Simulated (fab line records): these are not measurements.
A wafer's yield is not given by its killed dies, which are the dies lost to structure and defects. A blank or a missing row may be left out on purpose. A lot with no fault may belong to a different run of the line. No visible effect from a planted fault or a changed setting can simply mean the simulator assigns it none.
fab line records	flow sky130
record: lots: 11	wafers: 32	last_day: 50
route steps=708 shown VIA2@520 CAPM@537 PAD_OPEN@708
lots that met no fault: taken from a fault-free run of the same line
start_h: the number of hours between the record's first day and the start of the first shown wafer of the lot	wait_h: how many hours have passed since the lot's step before this one	" as in the row above	L1.1+2: one row covering several wafers at once	- no value, or no start given	* or withheld: withheld	< > ~ a bound
route shown NAME@n: NAME is a module with steps in the file, n the number in the route of the first one	usual: average and standard deviation across the fault-free wafers	same: alike in all rows	chamber/n: place in a boat	sites: per-site readings	_std_site: the standard deviation of these	_edge_site: the outer-site mean with the inner-site mean subtracted	radius_mm: for every site, how far away it sits from the centre of the wafer	mask NAME#n: copy n	behind: the tool/chamber that last shaped the wafer	hold: the reason the lot was held/the length of the hold in hours/how it ended	device: transistor that didn't switch, given as n, p or np	end of line: tests of these same wafers at the route's end	step lacking rows: just its recipe	killed: count of dies lost to structure and defects at first sort (not the wafer's yield)	map: the dies of a wafer, with x for killed, . for not killed, _ for no die there
set.NAME: setting as actually run; set.NAME@STEP: the setting as run at that earlier step	model.NAME: the simulator's own value behind a step, which no gauge read
one table for each step of the route and one row for each wafer, over a sample of lots
services: the hour from which a tool's chamber was out of use, counted from the record's first day as start_h (under 0 if before that day), plus the number of hours and why
== steps ==
step: SKY_VIA2_OVL_MEAS_13
usual: VIA2_OVL: 3/5.8
lot.wafer	tool	chamber	start_h	wait_h	VIA2_OVL[nm]
L516.2	overlay-02	-	859.50	0.1	1
L516.3	"	-	"	"	-8
L516.5	"	-	"	"	-5
L517.1	overlay-02	-	870.38	0.1	9
L517.4	"	-	"	"	2
L517.5	"	-	"	"	6
L519.1	overlay-02	-	899.37	0.1	-1
L519.2	"	-	"	"	4
L519.6	"	-	"	"	5
L521.1	overlay-02	-	904.93	0.1	8
L521.4	"	-	"	"	5
L521.6	"	-	"	"	5
L524.2	overlay-01	-	935.14	0.1	4
L524.4	"	-	"	"	4
L524.6	"	-	"	"	-1
L526.3	overlay-01	-	951.19	0.1	-5
L526.4	"	-	"	"	-4
L526.6	"	-	"	"	-4
L527.1	overlay-02	-	955.22	0.1	-6
L527.4	"	-	"	"	0
L528.1	overlay-01	-	956.67	0.1	9
L528.2	"	-	"	"	1
L528.5	"	-	"	"	0
L530.1	overlay-02	-	963.47	0.1	1
L530.2	"	-	"	"	5
L530.5	"	-	"	"	4
L534.2	overlay-01	-	1006.83	0.1	-3
L534.3	"	-	"	"	-4
L534.4	"	-	"	"	-10
L537.2	overlay-02	-	1013.24	0.1	-6
L537.3	"	-	"	"	-4
L537.4	"	-	"	"	1
step: SKY_VIA2_RS_MEAS_22
recipe: thk_meas_gauge: four-point-probe	reads: W_of_VIA2_CVD_21+TiN_of_VIA2_SPUTTER_20
usual: VIA2_W_RS: 0.275/0.0032
lot.wafer	tool	chamber	start_h	wait_h	VIA2_W_RS[ohm/sq]
L516.2	film_metro-01	-	860.50	0.1	0.278
L516.3	"	-	"	"	0.276
L516.5	"	-	"	"	0.277
L517.1	film_metro-01	-	871.34	0.1	0.275
L517.4	"	-	"	"	0.271
L517.5	"	-	"	"	0.271
L519.1	film_metro-01	-	900.37	0.1	0.275
L519.2	"	-	"	"	0.279
L519.6	"	-	"	"	0.277
L521.1	film_metro-02	-	905.86	0.1	0.274
L521.4	"	-	"	"	0.271
L521.6	"	-	"	"	0.274
L524.2	film_metro-03	-	936.18	0.1	0.275
L524.4	"	-	"	"	0.273
L524.6	"	-	"	"	0.278
L526.3	film_metro-03	-	952.15	0.1	0.275
L526.4	"	-	"	"	0.274
L526.6	"	-	"	"	0.273
L527.1	film_metro-02	-	956.15	0.1	0.274
L527.4	"	-	"	"	0.272
L528.1	film_metro-01	-	957.60	0.1	0.283
L528.2	"	-	"	"	0.273
L528.5	"	-	"	"	0.282
L530.1	film_metro-01	-	964.40	0.1	0.279
L530.2	"	-	"	"	0.276
L530.5	"	-	"	"	0.276
L534.2	film_metro-01	-	1007.81	0.1	0.277
L534.3	"	-	"	"	0.272
L534.4	"	-	"	"	0.274
L537.2	film_metro-01	-	1014.19	0.1	0.274
L537.3	"	-	"	"	0.276
L537.4	"	-	"	"	0.271
step: SKY_CAPM_CVD_00
recipe: material: SiO2	target_thk_nm: 15.5	temp_c: 400	time_s: withheld	rf_w: 450
usual: heater_power_w: 707/88
lot.wafer	tool	chamber	start_h	wait_h	heater_power_w
L516.2	pecvd-02	0	861.11	0.0	762
L516.3	"	2	"	"	752
L516.5	"	1	"	"	601
L517.1	pecvd-02	0	871.97	0.0	777
L517.4	"	1	"	"	564
L517.5	"	2	"	"	731
L519.1	pecvd-01	2	901.01	0.0	704
L519.2	"	1	"	"	799
L519.6	"	1	"	"	797
L521.1	pecvd-01	1	906.49	0.0	909
L521.4	"	1	"	"	879
L521.6	"	0	"	"	640
L524.2	pecvd-03	1	936.79	0.0	734
L524.4	"	2	"	"	674
L524.6	"	2	"	"	666
L526.3	pecvd-01	2	952.91	0.0	627
L526.4	"	1	"	"	859
L526.6	"	2	"	"	639
L527.1	pecvd-01	2	956.78	0.0	756
L527.4	"	2	"	"	717
L528.1	pecvd-03	1	958.23	0.0	654
L528.2	"	0	"	"	571
L528.5	"	1	"	"	655
L530.1	pecvd-01	2	965.03	0.0	609
L530.2	"	1	"	"	845
L530.5	"	1	"	"	835
L534.2	pecvd-01	0	1008.43	0.0	665
L534.3	"	2	"	"	758
L534.4	"	0	"	"	696
L537.2	pecvd-01	1	1014.97	0.0	800
L537.3	"	2	"	"	748
L537.4	"	1	"	"	830
step: SKY_CAPM_SPUTTER_02
recipe: material: TiN	target_thk_nm: 200	temp_c: 300	power_w: 6500	time_s: 166.7	chamber_pressure_pa: 0.4
usual: cathode_dc_power_W: 6500.1/1.1	chamber_pressure_pa: 0.4000/0.00082	throttle_valve_pct: 30.3/0.88
lot.wafer	tool	chamber	start_h	wait_h	cathode_dc_power_W	chamber_pressure_pa	throttle_valve_pct
L516.2	pvd_sputter-04	-	861.20	0.0	6501.2	0.4006	29.0
L516.3	"	-	"	"	6500.3	0.3995	30.9
L516.5	"	-	"	"	6497.3	0.3999	31.0
L517.1	pvd_sputter-01	-	872.05	0.1	6500.6	0.4010	29.5
L517.4	"	-	"	"	6501.1	0.4016	31.6
L517.5	"	-	"	"	6497.7	0.4007	30.3
L519.1	pvd_sputter-04	-	901.09	0.1	6501.1	0.4002	30.6
L519.2	"	-	"	"	6498.8	0.3988	30.7
L519.6	"	-	"	"	6501.1	0.3992	29.2
L521.1	pvd_sputter-01	-	906.57	0.1	6498.7	0.3998	29.2
L521.4	"	-	"	"	6499.4	0.4006	30.3
L521.6	"	-	"	"	6500.1	0.4002	31.0
L524.2	pvd_sputter-01	-	936.88	0.0	7331.1	0.4007	31.6
L524.4	"	-	"	"	6501.6	0.3993	29.5
L524.6	"	-	"	"	6500.9	0.4011	29.5
L526.3	pvd_sputter-01	-	952.99	0.0	6500.6	0.3985	30.1
L526.4	"	-	"	"	7331.0	0.4015	31.2
L526.6	"	-	"	"	6501.1	0.4002	29.4
L527.1	pvd_sputter-04	-	956.86	0.1	6499.1	0.4005	29.2
L527.4	"	-	"	"	6500.5	0.4004	30.8
L528.1	pvd_sputter-04	-	958.31	0.1	6500.6	0.4000	30.3
L528.2	"	-	"	"	6498.8	0.4014	29.0
L528.5	"	-	"	"	6501.5	0.3995	30.8
L530.1	pvd_sputter-02	-	965.11	0.1	6501.1	0.3988	31.5
L530.2	"	-	"	"	6501.5	0.3990	30.5
L530.5	"	-	"	"	6500.5	0.4002	28.5
L534.2	pvd_sputter-02	-	1008.51	0.0	6500.7	0.4004	30.5
L534.3	"	-	"	"	6499.9	0.3998	30.8
L534.4	"	-	"	"	6500.8	0.4000	30.5
L537.2	pvd_sputter-02	-	1015.05	0.0	6501.8	0.3983	31.3
L537.3	"	-	"	"	6501.8	0.3998	30.4
L537.4	"	-	"	"	6499.4	0.3990	28.7
step: SKY_CAPM_RS_MEAS_03
recipe: thk_meas_gauge: four-point-probe	reads: TiN_of_CAPM_SPUTTER_02
usual: CAPM_TIN_RS: 6.91/0.062
lot.wafer	tool	chamber	start_h	wait_h	CAPM_TIN_RS[ohm/sq]
L516.2	film_metro-01	-	861.32	0.1	6.95
L516.3	"	-	"	"	6.92
L516.5	"	-	"	"	6.90
L517.1	film_metro-04	-	872.16	0.1	6.92
L517.4	"	-	"	"	6.89
L517.5	"	-	"	"	6.96
L519.1	film_metro-03	-	901.20	0.1	6.90
L519.2	"	-	"	"	6.82
L519.6	"	-	"	"	6.97
L521.1	film_metro-04	-	906.68	0.1	6.90
L521.4	"	-	"	"	6.85
L521.6	"	-	"	"	6.88
L524.2	film_metro-04	-	937.01	0.1	6.11
L524.4	"	-	"	"	6.91
L524.6	"	-	"	"	6.94
L526.3	film_metro-04	-	953.14	0.1	7.02
L526.4	"	-	"	"	6.12
L526.6	"	-	"	"	6.99
L527.1	film_metro-04	-	956.97	0.1	6.97
L527.4	"	-	"	"	6.94
L528.1	film_metro-01	-	958.42	0.1	6.86
L528.2	"	-	"	"	6.82
L528.5	"	-	"	"	6.73
L530.1	film_metro-03	-	965.22	0.1	6.86
L530.2	"	-	"	"	6.93
L530.5	"	-	"	"	6.85
L534.2	film_metro-01	-	1008.64	0.1	6.86
L534.3	"	-	"	"	6.86
L534.4	"	-	"	"	7.02
L537.2	film_metro-03	-	1015.18	0.1	6.77
L537.3	"	-	"	"	6.86
L537.4	"	-	"	"	6.82
step: SKY_CAPM_THK_MEAS_04
recipe: thk_meas_gauge: xrf	reads: TiN_of_CAPM_SPUTTER_02
usual: CAPM_TIN_THK: 198.0/2.5
lot.wafer	tool	chamber	start_h	wait_h	CAPM_TIN_THK[nm]
L516.2	film_metro-01	-	861.43	0.1	197.7
L516.3	"	-	"	"	198.6
L516.5	"	-	"	"	198.9
L517.1	film_metro-04	-	872.28	0.1	198.0
L517.4	"	-	"	"	198.7
L517.5	"	-	"	"	196.3
L519.1	film_metro-03	-	901.32	0.1	199.7
L519.2	"	-	"	"	202.0
L519.6	"	-	"	"	198.6
L521.1	film_metro-04	-	906.80	0.1	198.9
L521.4	"	-	"	"	199.6
L521.6	"	-	"	"	199.1
L524.2	film_metro-04	-	937.12	0.1	221.4
L524.4	"	-	"	"	196.4
L524.6	"	-	"	"	196.3
L526.3	film_metro-04	-	953.24	0.1	193.7
L526.4	"	-	"	"	220.5
L526.6	"	-	"	"	194.1
L527.1	film_metro-04	-	957.09	0.1	195.1
L527.4	"	-	"	"	195.8
L528.1	film_metro-01	-	958.54	0.1	198.3
L528.2	"	-	"	"	199.5
L528.5	"	-	"	"	202.5
L530.1	film_metro-03	-	965.34	0.1	201.2
L530.2	"	-	"	"	198.6
L530.5	"	-	"	"	201.8
L534.2	film_metro-01	-	1008.75	0.1	196.5
L534.3	"	-	"	"	197.3
L534.4	"	-	"	"	192.0
L537.2	film_metro-03	-	1015.29	0.1	204.7
L537.3	"	-	"	"	202.7
L537.4	"	-	"	"	203.6
step: SKY_CAPM_METAL_ETCH_13
recipe: target_depth_nm: 220	stop_on: SiO2	chemistry: Cl2/BCl3	target: TiN	pressure_mtorr: 10	icp_w: 900	bias_w: 48.5	Cl2_flow_sccm: 60	bcl3_flow_sccm: 30	time_s: 62.9
usual: drypump_motor_current_A: 6.03/0.27	oes_product_au: 0.943/0.0069	throttle_valve_pct: 21.901/0.0091
lot.wafer	tool	chamber	start_h	wait_h	drypump_motor_current_A	oes_product_au	rf_hours_counter_h	throttle_valve_pct
L516.2	rie_metal-04	0	886.40	0.0	6.09	0.944	1	21.898
L516.3	"	0	"	"	6.08	0.950	-	21.908
L516.5	"	1	"	"	6.24	0.944	-	21.913
L517.1	rie_metal-03	0	897.31	0.0	6.19	0.939	12	21.915
L517.4	"	0	"	"	6.18	0.951	-	21.895
L517.5	"	0	"	"	6.21	0.944	-	21.901
L519.1	rie_metal-02	1	926.00	0.0	5.45	0.939	9	21.904
L519.2	"	0	"	"	6.17	0.952	17	21.907
L519.6	"	1	"	"	5.46	0.932	-	21.902
L521.1	rie_metal-03	0	932.06	0.0	6.18	0.944	14	21.903
L521.4	"	0	"	"	6.18	0.936	-	21.899
L521.6	"	1	"	"	6.08	0.949	-	21.891
L524.2	rie_metal-02	0	961.56	0.0	6.19	1.001	19	21.867
L524.4	"	0	"	"	6.15	0.942	-	21.894
L524.6	"	0	"	"	6.16	0.938	-	21.891
L526.3	rie_metal-04	1	976.48	0.0	6.23	0.937	-	21.915
L526.4	"	0	"	"	6.10	0.988	-	21.885
L526.6	"	1	"	"	6.22	0.935	-	21.909
L527.1	rie_metal-03	0	980.82	0.0	6.17	0.938	16	21.905
L527.4	"	0	"	"	6.19	0.936	-	21.901
L528.1	rie_metal-04	1	982.07	0.0	6.21	0.951	13	21.901
L528.2	"	0	"	"	6.10	0.948	5	21.896
L528.5	"	0	"	"	6.10	0.961	-	21.899
L530.1	rie_metal-02	0	988.77	0.0	6.18	0.948	20	21.900
L530.2	"	1	"	"	5.45	0.941	12	21.913
L530.5	"	0	"	"	6.19	0.947	-	21.896
L534.2	rie_metal-03	1	1031.81	0.0	6.06	0.941	13	21.888
L534.3	"	1	"	"	6.09	0.944	-	21.892
L534.4	"	0	"	"	6.18	0.926	-	21.899
L537.2	rie_metal-02	1	1037.37	0.0	5.45	0.954	-	21.885
L537.3	"	1	"	"	5.40	0.946	-	21.906
L537.4	"	1	"	"	5.44	0.953	-	21.902
step: SKY_PAD_OPEN_PROBE_99
usual: defect_limited_yield: 82.4/2	killed_at_M0_to_M3: 43/7	killed_at_M4_up: 3.3/1.8	killed_at_contacts: 24/6.2	killed_at_front_end: 16/4.7	killed_at_other: 0.4/0.58	killed_dies: 87/10	killed_open: 47/6.4	killed_short: 39/7
same: gross_dies: 492	killed_at_back_side: 0
lot.wafer	tool	chamber	start_h	wait_h	defect_limited_yield[%]	killed_at_M0_to_M3	killed_at_M4_up	killed_at_contacts	killed_at_front_end	killed_at_other	killed_dies	killed_open	killed_short
L516.2	prober-01	-	1085.48	0.1	83.3	43	2	22	14	1	82	46	35
L516.3	prober-01	-	1085.53	0.2	82.5	41	3	17	24	1	86	50	35
L516.5	prober-01	-	1085.63	0.2	81.3	36	7	29	19	1	92	51	40
L517.1	prober-02	-	1091.21	0.1	78.9	44	4	43	13	0	104	56	48
L517.4	prober-02	-	1091.36	0.2	83.1	34	6	28	15	0	83	49	34
L517.5	prober-02	-	1091.41	0.2	81.3	37	7	33	15	0	92	45	47
L519.1	prober-02	-	1113.94	0.1	83.5	51	2	13	15	0	81	41	38
L519.2	prober-02	-	1113.99	0.1	83.9	46	3	22	8	0	79	49	29
L519.6	prober-02	-	1114.19	0.2	86.0	39	4	17	9	0	69	38	30
L521.1	prober-02	-	1121.78	0.1	81.9	41	1	33	14	0	89	51	38
L521.4	prober-02	-	1121.93	0.2	82.3	33	3	30	21	0	87	45	42
L521.6	prober-02	-	1122.03	0.2	82.1	38	1	33	16	0	88	49	39
L524.2	prober-01	-	1147.34	0.1	86.4	45	1	13	7	1	67	41	26
L524.4	prober-01	-	1147.44	0.2	85.4	36	2	22	12	0	72	41	30
L524.6	prober-01	-	1147.54	0.2	76.8	56	4	34	20	0	114	66	48
L526.3	prober-02	-	1154.78	0.2	83.1	42	4	17	20	0	83	43	40
L526.4	prober-02	-	1154.83	0.2	83.7	33	0	31	15	1	80	37	43
L526.6	prober-02	-	1154.93	0.2	82.3	45	1	24	15	2	87	44	43
L527.1	prober-02	-	1160.52	0.1	84.1	42	2	26	8	0	78	48	30
L527.4	prober-02	-	1160.67	0.2	81.9	45	3	26	14	1	89	49	39
L528.1	prober-01	-	1165.66	0.1	85.6	31	4	20	16	0	71	43	27
L528.2	prober-01	-	1165.71	0.1	80.7	43	7	22	23	0	95	51	40
L528.5	prober-01	-	1165.86	0.2	82.9	35	5	22	22	0	84	41	42
L530.1	prober-01	-	1167.16	0.1	83.7	42	2	21	15	0	80	43	37
L530.2	prober-01	-	1167.21	0.1	81.5	50	0	24	16	1	91	53	38
L530.5	prober-01	-	1167.36	0.2	83.5	44	2	18	17	0	81	44	37
L534.2	prober-01	-	1197.94	0.1	86.4	27	2	24	13	1	67	32	35
L534.3	prober-01	-	1197.99	0.2	80.5	54	2	27	12	1	96	57	36
L534.4	prober-01	-	1198.04	0.2	80.3	35	3	41	18	0	97	59	37
L537.2	prober-02	-	1203.29	0.1	85.2	40	3	22	8	0	73	50	23
L537.3	prober-02	-	1203.34	0.2	83.9	45	2	17	15	0	79	50	29
L537.4	prober-02	-	1203.39	0.2	82.1	42	2	26	18	0	88	47	41
killed by level:class
L516.2 VIA1:geometric_particle:open=12 CONTACT:geometric_particle:open=9 VIA2:geometric_particle:open=7 VIA3:geometric_particle:open=6 FIELD_ISO:geometric_particle:short=5 VIA1:geometric_particle:short=5 CONTACT:geometric_particle:short=4 METAL1:geometric_particle:short=4
L516.3 VIA2:geometric_particle:open=10 LI_CONTACT:geometric_particle:open=9 VIA1:geometric_particle:open=9 POLY_GATE:geometric_particle:short=6 POLY_GATE:geometric_particle:open=5 METAL2:geometric_particle:short=5 FIELD_ISO:geometric_particle:short=4 VIA3:geometric_particle:open=4
L516.5 CONTACT:geometric_particle:open=11 VIA1:geometric_particle:open=11 FIELD_ISO:geometric_particle:open=6 METAL2:geometric_particle:short=6 CONTACT:geometric_particle:short=6 LI_CONTACT:geometric_particle:open=5 METAL4:geometric_particle:short=5 FIELD_ISO:geometric_particle:short=4
L517.1 LI_CONTACT:geometric_particle:open=17 VIA1:geometric_particle:open=13 METAL2:geometric_particle:short=10 CONTACT:geometric_particle:open=10 LOCAL_INTERCONNECT:geometric_particle:short=6 CONTACT:geometric_particle:short=6 METAL3:geometric_particle:short=5 FIELD_ISO:geometric_particle:open=4
L517.4 CONTACT:geometric_particle:open=13 LI_CONTACT:geometric_particle:open=11 VIA1:geometric_particle:open=7 POLY_GATE:geometric_particle:short=6 VIA2:geometric_particle:open=6 VIA1:geometric_particle:short=5 METAL4:geometric_particle:short=5 FIELD_ISO:geometric_particle:open=4
L517.5 CONTACT:geometric_particle:open=12 VIA1:geometric_particle:open=9 VIA1:geometric_particle:short=7 METAL4:geometric_particle:short=7 LI_CONTACT:geometric_particle:open=6 METAL1:geometric_particle:short=5 LI_CONTACT:geometric_particle:short=5 LOCAL_INTERCONNECT:geometric_particle:short=5
L519.1 VIA1:geometric_particle:open=12 VIA1:geometric_particle:short=9 VIA2:geometric_particle:open=7 CONTACT:geometric_particle:open=7 VIA3:geometric_particle:open=7 METAL1:geometric_particle:short=6 METAL2:geometric_particle:short=5 FIELD_ISO:geometric_particle:short=4
L519.2 VIA1:geometric_particle:open=14 VIA2:geometric_particle:open=8 CONTACT:geometric_particle:open=8 VIA3:geometric_particle:open=8 LI_CONTACT:geometric_particle:open=7 VIA2:geometric_particle:short=6 VIA1:geometric_particle:short=4 POLY_GATE:geometric_particle:short=3
L519.6 LI_CONTACT:geometric_particle:open=9 VIA1:geometric_particle:open=7 VIA2:geometric_particle:open=7 METAL2:geometric_particle:short=6 METAL1:geometric_particle:short=4 VIA3:geometric_particle:open=4 FIELD_ISO:geometric_particle:short=3 CONTACT:geometric_particle:open=3
L521.1 CONTACT:geometric_particle:open=16 VIA1:geometric_particle:open=12 CONTACT:geometric_particle:short=7 VIA2:geometric_particle:open=6 METAL1:geometric_particle:short=6 FIELD_ISO:geometric_particle:short=5 LOCAL_INTERCONNECT:geometric_particle:short=5 LI_CONTACT:geometric_particle:open=4
L521.4 LI_CONTACT:geometric_particle:open=8 CONTACT:geometric_particle:open=8 VIA3:geometric_particle:open=8 CONTACT:geometric_particle:short=7 VIA1:geometric_particle:open=6 FIELD_ISO:geometric_particle:short=5 VIA1:geometric_particle:short=5 METAL2:geometric_particle:short=5
L521.6 CONTACT:geometric_particle:open=11 METAL1:geometric_particle:short=9 VIA1:geometric_particle:open=9 CONTACT:geometric_particle:short=8 LI_CONTACT:geometric_particle:open=6 FIELD_ISO:geometric_particle:open=5 LOCAL_INTERCONNECT:geometric_particle:short=5 VIA2:geometric_particle:open=5
L524.2 VIA1:geometric_particle:open=10 VIA3:geometric_particle:open=9 VIA2:geometric_particle:open=6 LI_CONTACT:geometric_particle:open=5 VIA1:geometric_particle:short=5 VIA3:geometric_particle:short=5 CONTACT:geometric_particle:open=4 METAL2:geometric_particle:short=4
L524.4 VIA1:geometric_particle:open=8 VIA3:geometric_particle:open=8 LI_CONTACT:geometric_particle:open=7 CONTACT:geometric_particle:open=6 FIELD_ISO:geometric_particle:open=4 VIA3:geometric_particle:short=4 CONTACT:geometric_particle:short=4 VIA1:geometric_particle:short=4
L524.6 VIA1:geometric_particle:open=13 VIA2:geometric_particle:open=11 LI_CONTACT:geometric_particle:open=11 CONTACT:geometric_particle:open=9 LOCAL_INTERCONNECT:geometric_particle:short=7 POLY_GATE:geometric_particle:short=6 METAL2:geometric_particle:short=6 FIELD_ISO:geometric_particle:open=5
L526.3 METAL1:geometric_particle:short=11 LI_CONTACT:geometric_particle:open=7 POLY_GATE:geometric_particle:short=6 POLY_GATE:geometric_particle:open=6 VIA1:geometric_particle:short=6 VIA2:geometric_particle:open=6 VIA3:geometric_particle:open=6 FIELD_ISO:geometric_particle:short=5
L526.4 LI_CONTACT:geometric_particle:open=8 CONTACT:geometric_particle:short=8 METAL1:geometric_particle:short=8 CONTACT:geometric_particle:open=7 VIA1:geometric_particle:open=7 FIELD_ISO:geometric_particle:short=5 POLY_GATE:geometric_particle:short=5 VIA2:geometric_particle:open=5
L526.6 VIA2:geometric_particle:open=9 METAL1:geometric_particle:short=9 LI_CONTACT:geometric_particle:open=8 VIA2:geometric_particle:short=7 VIA1:geometric_particle:open=6 POLY_GATE:geometric_particle:open=5 LI_CONTACT:geometric_particle:short=4 LOCAL_INTERCONNECT:geometric_particle:short=4
L527.1 CONTACT:geometric_particle:open=10 LI_CONTACT:geometric_particle:open=8 METAL2:geometric_particle:short=8 VIA2:geometric_particle:open=8 VIA1:geometric_particle:open=6 VIA2:geometric_particle:short=4 METAL1:geometric_particle:open=4 VIA1:geometric_particle:short=4
L527.4 VIA1:geometric_particle:open=10 CONTACT:geometric_particle:open=9 LI_CONTACT:geometric_particle:open=8 VIA2:geometric_particle:open=6 VIA1:geometric_particle:short=5 METAL2:geometric_particle:short=5 LOCAL_INTERCONNECT:geometric_particle:short=4 METAL1:geometric_particle:short=4
L528.1 VIA1:geometric_particle:open=10 VIA2:geometric_particle:open=6 LI_CONTACT:geometric_particle:open=6 POLY_GATE:geometric_particle:open=4 POLY_GATE:geometric_particle:short=4 CONTACT:geometric_particle:short=4 CONTACT:geometric_particle:open=4 FIELD_ISO:geometric_particle:open=3
L528.2 VIA1:geometric_particle:open=15 CONTACT:geometric_particle:open=9 FIELD_ISO:geometric_particle:short=7 FIELD_ISO:geometric_particle:open=6 METAL1:geometric_particle:short=6 METAL2:geometric_particle:short=5 VIA2:geometric_particle:open=5 METAL4:geometric_particle:short=5
L528.5 VIA1:geometric_particle:open=8 FIELD_ISO:geometric_particle:open=6 POLY_GATE:geometric_particle:short=6 CONTACT:geometric_particle:open=6 VIA2:geometric_particle:open=6 LI_CONTACT:geometric_particle:open=5 CONTACT:geometric_particle:short=5 FIELD_ISO:geometric_particle:short=4
L530.1 VIA1:geometric_particle:open=10 VIA2:geometric_particle:open=8 CONTACT:geometric_particle:open=8 FIELD_ISO:geometric_particle:open=6 METAL3:geometric_particle:short=6 LI_CONTACT:geometric_particle:open=5 LOCAL_INTERCONNECT:geometric_particle:short=5 VIA1:geometric_particle:short=5
L530.2 VIA1:geometric_particle:open=13 CONTACT:geometric_particle:open=10 METAL2:geometric_particle:short=7 FIELD_ISO:geometric_particle:open=6 LOCAL_INTERCONNECT:geometric_particle:short=6 METAL1:geometric_particle:short=6 VIA2:geometric_particle:open=6 VIA1:geometric_particle:short=5
L530.5 VIA1:geometric_particle:open=9 CONTACT:geometric_particle:open=6 FIELD_ISO:geometric_particle:short=5 POLY_GATE:geometric_particle:open=5 LI_CONTACT:geometric_particle:open=5 VIA3:geometric_particle:open=5 METAL1:geometric_particle:short=5 METAL2:geometric_particle:short=5
L534.2 CONTACT:geometric_particle:open=13 POLY_GATE:geometric_particle:short=5 CONTACT:geometric_particle:short=5 METAL2:geometric_particle:short=5 VIA2:geometric_particle:open=5 FIELD_ISO:geometric_particle:short=4 LOCAL_INTERCONNECT:geometric_particle:short=4 METAL1:geometric_particle:short=4
L534.3 VIA3:geometric_particle:open=13 CONTACT:geometric_particle:open=12 VIA1:geometric_particle:open=11 VIA2:geometric_particle:open=8 VIA1:geometric_particle:short=6 FIELD_ISO:geometric_particle:short=5 LI_CONTACT:geometric_particle:open=5 LOCAL_INTERCONNECT:geometric_particle:short=4
L534.4 LI_CONTACT:geometric_particle:open=14 CONTACT:geometric_particle:open=14 VIA1:geometric_particle:open=8 CONTACT:geometric_particle:short=6 VIA3:geometric_particle:open=6 FIELD_ISO:geometric_particle:open=5 POLY_GATE:geometric_particle:short=5 METAL1:geometric_particle:short=5
L537.2 VIA1:geometric_particle:open=12 CONTACT:geometric_particle:open=9 VIA3:geometric_particle:open=9 LI_CONTACT:geometric_particle:open=5 METAL2:geometric_particle:short=4 VIA2:geometric_particle:open=4 VIA3:geometric_particle:short=4 FIELD_ISO:geometric_particle:open=3
L537.3 VIA1:geometric_particle:open=12 VIA3:geometric_particle:open=9 CONTACT:geometric_particle:open=7 VIA2:geometric_particle:open=6 VIA3:geometric_particle:short=5 POLY_GATE:geometric_particle:short=4 LI_CONTACT:geometric_particle:open=4 METAL3:geometric_particle:short=4
L537.4 CONTACT:geometric_particle:open=10 VIA3:geometric_particle:open=9 METAL2:geometric_particle:short=7 LI_CONTACT:geometric_particle:open=7 VIA1:geometric_particle:open=7 FIELD_ISO:geometric_particle:short=6 SPACER:geometric_particle:open=5 METAL1:geometric_particle:short=5
== services ==
tool	chamber	start_h	hours	kind
pecvd-02	-	846.85	2.2	repair
pecvd-01	0	873.86	8.0	repair
pecvd-02	2	895.68	5.6	repair
pecvd-01	-	897.81	0.9	repair
pecvd-03	-	905.72	6.0	pm
pecvd-01	2	913.34	5.5	scheduled_down
pecvd-01	-	940.67	1.5	repair
pvd_sputter-01	-	954.81	4.3	repair
pvd_sputter-04	0	961.27	-	consumable_replace:kit
pvd_sputter-04	0	961.27	18.0	scheduled_down
pvd_sputter-04	0	961.27	18.0	vent_cycle
rie_metal-03	0	964.31	4.1	repair
pecvd-03	2	974.31	60.7	repair
rie_metal-04	1	988.97	15.5	repair
pecvd-02	2	992.45	4.6	repair
pecvd-01	0	1002.23	5.5	scheduled_down
rie_metal-02	-	1010.42	26.5	repair
pvd_sputter-01	2	1013.54	-	consumable_replace:kit
pvd_sputter-01	2	1013.54	18.0	scheduled_down
pvd_sputter-01	2	1013.54	18.0	vent_cycle
pecvd-01	1	1020.41	2.1	scheduled_down
rie_metal-02	0	1036.94	-	clean
rie_metal-02	0	1036.94	14.4	scheduled_down
rie_metal-02	0	1036.94	14.4	vent_cycle
== key ==
first_sign: step: SKY_CAPM_SPUTTER_02	reading: cathode_dc_power_W	direction: up	sigmas: 99+	usual: 6500.1	struck: 7331.0
effect: step: SKY_CAPM_RS_MEAS_03	reading: CAPM_TIN_RS	direction: down	sigmas: 13	usual: 6.91	struck: 6.12
effect: step: SKY_CAPM_THK_MEAS_04	reading: CAPM_TIN_THK	direction: up	sigmas: 9.1	usual: 198.0	struck: 221.0
effect: step: SKY_CAPM_METAL_ETCH_13	reading: oes_product_au	direction: up	sigmas: 7.6	usual: 0.943	struck: 0.995
met_at SKY_CAPM_SPUTTER_02
struck_lots L524,L526
struck_wafers L524.2,L526.4
not_acting_at SKY_VIA2_OVL_MEAS_13,SKY_VIA2_RS_MEAS_22,SKY_CAPM_CVD_00
onset_between 872.05 936.88
fault: kind: process_parameter_drift	tool: pvd_sputter-01	chamber: -	onset_h: 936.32	steps: SKY_CAPM_SPUTTER_02	channel: power_w	offset: *	shape: step	end_h: 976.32	acts_in: *	stated: *	scope: struck_wafers_only
